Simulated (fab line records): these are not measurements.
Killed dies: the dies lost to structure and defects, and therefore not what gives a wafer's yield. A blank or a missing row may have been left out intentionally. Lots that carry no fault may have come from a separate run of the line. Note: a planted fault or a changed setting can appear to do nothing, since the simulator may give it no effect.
Struck lot and sound lot, side by side | flow gf180mcu | 15 steps out of a route of 602
Sound: these wafers, L171.1, L171.2, L171.4. Struck: wafer L168.3. (L168.4, L168.6 of the same lot were not struck and are left out.) The cause comes at the end.
Order at every step that has rows: each side's tool, ch and its chambers, its first start. Under that, the readings that differ: sound wafers | struck wafers | difference of the means | sigmas: that difference in standard deviations of wafers without a fault.
alike: readings whose means differ by less than 2 such deviations, and words and numbers that are the same on both sides. not compared: withheld readings, readings that some wafer has no value for, bounds like >300 that may hide the same value, and numbers for which the record gives no deviation and whose values overlap.
A row with sigmas, a row that says differs or no value, or rows on one side alone: a step with any of these is where the two part. Numbers that have no deviation but don't overlap get no sigmas and don't part them. A reading that every wafer of one side lacks parts them only if that side has two wafers or more.

GF_M4_SPUTTER_04: material TiN, target thk 50 nm, time 41.7 s.
  sound: pvd-sputter-04 at day 29 11:05; struck: pvd-sputter-01 at day 28 16:35
  reading                | sound          | struck | difference | sigmas
  throttle-valve-pct (%) | 30.4 31.9 30.0 | 27.7   | -3.1       | -3
GF_M4_RS_MEAS_05: measurement is done with a four-point probe.
  sound: film-metro-03 at day 29 11:07; struck: film-metro-01 at day 28 16:40
  alike: M4_ALCU_RS
GF_M4_THK_MEAS_06: measures by xrf.
  sound: film-metro-03 at day 29 11:14; struck: film-metro-01 at day 28 16:46
  alike: M4_ALCU_THK
then, 7 steps without rows for these wafers: GF_M4_DEHYDRATE_07 (time 60 s); GF_M4_HMDS_08 (prime time 60 s); GF_M4_COAT_09 (resist thk 1000 nm); GF_M4_SOFTBAKE_10 (time 60 s); GF_M4_EXPOSE_11 (exposes mask Metal4, target cd 280 nm); GF_M4_PEB_12 (peb time 90 s); GF_M4_DEVELOP_13 (develop time 60 s).
GF_M4_CD_MEAS_14: target cd 280 nm.
  sound: cd-sem-02 at day 30 05:18; struck: cd-sem-01 at day 29 11:26
  alike: cd-nm
GF_M4_OVL_MEAS_15:
  sound: overlay-01 at day 30 05:25; struck: overlay-01 at day 29 11:32
  alike: M4_OVL
GF_M4_METAL_ETCH_16: etches the open film in Cl2/BCl3, stops on SiO2, target depth 750.8 nm, time 125.1 s.
  sound on rie-metal-02 ch 0,1, day 30 05:28; struck on rie-metal-04 ch 0, day 29 11:38
  reading                             | sound             | struck | difference | sigmas
  oes-product-au (a.u.)               | 0.976 0.982 0.975 | 0.996  | +0.018     | +3
  model.KrF_of_M4_COAT_09.thk-nm (nm) | 694.9 693.1 689.5 | 579.3  | -113.2     |
  alike: drypump-motor-current-A, throttle-valve-pct
  not compared: rf-hours-counter-h
GF_M4_STRIP_17: strips in O2/N2.
  sound on plasma-asher-02 ch 0,1, day 30 05:35; struck on plasma-asher-02 ch 0, day 29 11:51
  reading                      | sound             | struck | difference | sigmas
  oes-product-au (a.u.)        | 0.539 0.539 0.543 | 0.497  | -0.043     | -9
  strip-time-to-endpoint-s (s) | 7.48 7.47 7.42    | 6.33   | -1.13      | -20
  alike: drypump-motor-current-A, heater-power-w, platen-temp-c
  not compared: rf-hours-counter-h
then, 1 step without rows for these wafers: GF_M4_STRIP_18 (strips in post etch residue remover, time 1200 s).

== WHERE THEY PART ==
Last at GF_M4_STRIP_17 as far as this record goes, first at GF_M4_SPUTTER_04.

WHY: what had been put in by the simulator
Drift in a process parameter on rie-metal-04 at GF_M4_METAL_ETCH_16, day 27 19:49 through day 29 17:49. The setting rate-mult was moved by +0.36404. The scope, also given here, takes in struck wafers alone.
